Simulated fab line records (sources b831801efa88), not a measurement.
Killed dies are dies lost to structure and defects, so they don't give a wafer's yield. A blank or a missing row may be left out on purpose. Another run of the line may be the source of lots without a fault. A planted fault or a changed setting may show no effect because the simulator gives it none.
A lot that was struck, set against a sound lot	flow sky130	14 out of 708 route steps
Sound: these wafers, L244.2, L244.5, L244.6. Struck: wafers L248.1, L248.4, L248.6. Last of all comes the cause.
Each step with rows lists, per side, the tool, then ch with its chambers, then its first start. Under that, the readings that differ: sound wafers	struck wafers	difference of the means	sigmas: that difference in standard deviations of wafers without a fault.
alike: readings with means less than 2 such deviations apart, plus words and numbers identical on both sides. not compared: withheld readings, readings lacking a value on some wafer, bounds such as >300 that could conceal the same value, and numbers that have no deviation in the record and whose values overlap.
Wherever a step has rows on one side only, a row that says differs or no value, or a row with sigmas, the two part there. Numbers that have no deviation but don't overlap get no sigmas and don't part them. A reading missing from all wafers of one side parts the sides only when that side holds two or more wafers.

SKY_CONTACT_CVD_00: deposits Si3N4, target thk 75 nm.
  sound on pecvd-03 ch 0,1, day 34 13:40; struck on pecvd-03 ch 0,2, day 36 02:34
  alike: heaterPowerW
SKY_CONTACT_THK_MEAS_01:
  sound on filmMetro-02, day 34 13:43; struck on filmMetro-02, day 36 02:37
  alike: CONTACT_CVD_00_THK
then, 1 step without rows for these wafers: SKY_CONTACT_HDPCVD_02 (deposits SiO2, target thk 565 nm, time 94.2 s).
SKY_CONTACT_THK_MEAS_03:
  sound on filmMetro-01, day 34 13:51; struck on filmMetro-01, day 36 02:45
reading	sound	struck	difference	sigmas
CONTACT_HDPCVD_THK (nm)	563 571 562	577 578 590	+16	+2
SKY_CONTACT_CMP_04: polishes SiO2.
  sound on cmp-01 ch 0,1,2, day 34 14:03; struck on cmp-01 ch 1,2,3, day 36 02:52
reading	sound	struck	difference	sigmas
timeToEndpointS (s)	85 82 78	89 88 95	+9	+2
  alike: edgeZonePressureFrac, motorCurrentA, slurryFlowMlMin
SKY_CONTACT_BOW_MEAS_05:
  sound on filmMetro-01, day 34 14:13; struck on filmMetro-04, day 36 03:07
  alike: CONTACT_BOW
then, 6 steps without rows for these wafers: SKY_CONTACT_DEHYDRATE_06 (time 60 s); SKY_CONTACT_HMDS_07 (prime time 60 s); SKY_CONTACT_COAT_08 (resist thk 60 nm); SKY_CONTACT_COAT_09 (resist thk 450 nm); SKY_CONTACT_SOFTBAKE_10 (time 90 s); SKY_CONTACT_EXPOSE_11 (exposes mask CTM1, target cd 170 nm).
SKY_CONTACT_PEB_12:
  sound on lithoTrack-04 ch 0, day 35 16:00; struck on lithoTrack-03, day 37 05:00
reading	sound	struck	difference	sigmas
exhaustPa (Pa)	45.3 45.6 46.5	- - -	no value on the struck wafers	
  not compared: chillPlateTempC
then, 1 step without rows for these wafers: SKY_CONTACT_DEVELOP_13 (develop time 60 s).

## WHERE THEY PART
At SKY_CONTACT_THK_MEAS_03 first; at SKY_CONTACT_PEB_12 last (within this record only).

WHY: what had been put in by the simulator
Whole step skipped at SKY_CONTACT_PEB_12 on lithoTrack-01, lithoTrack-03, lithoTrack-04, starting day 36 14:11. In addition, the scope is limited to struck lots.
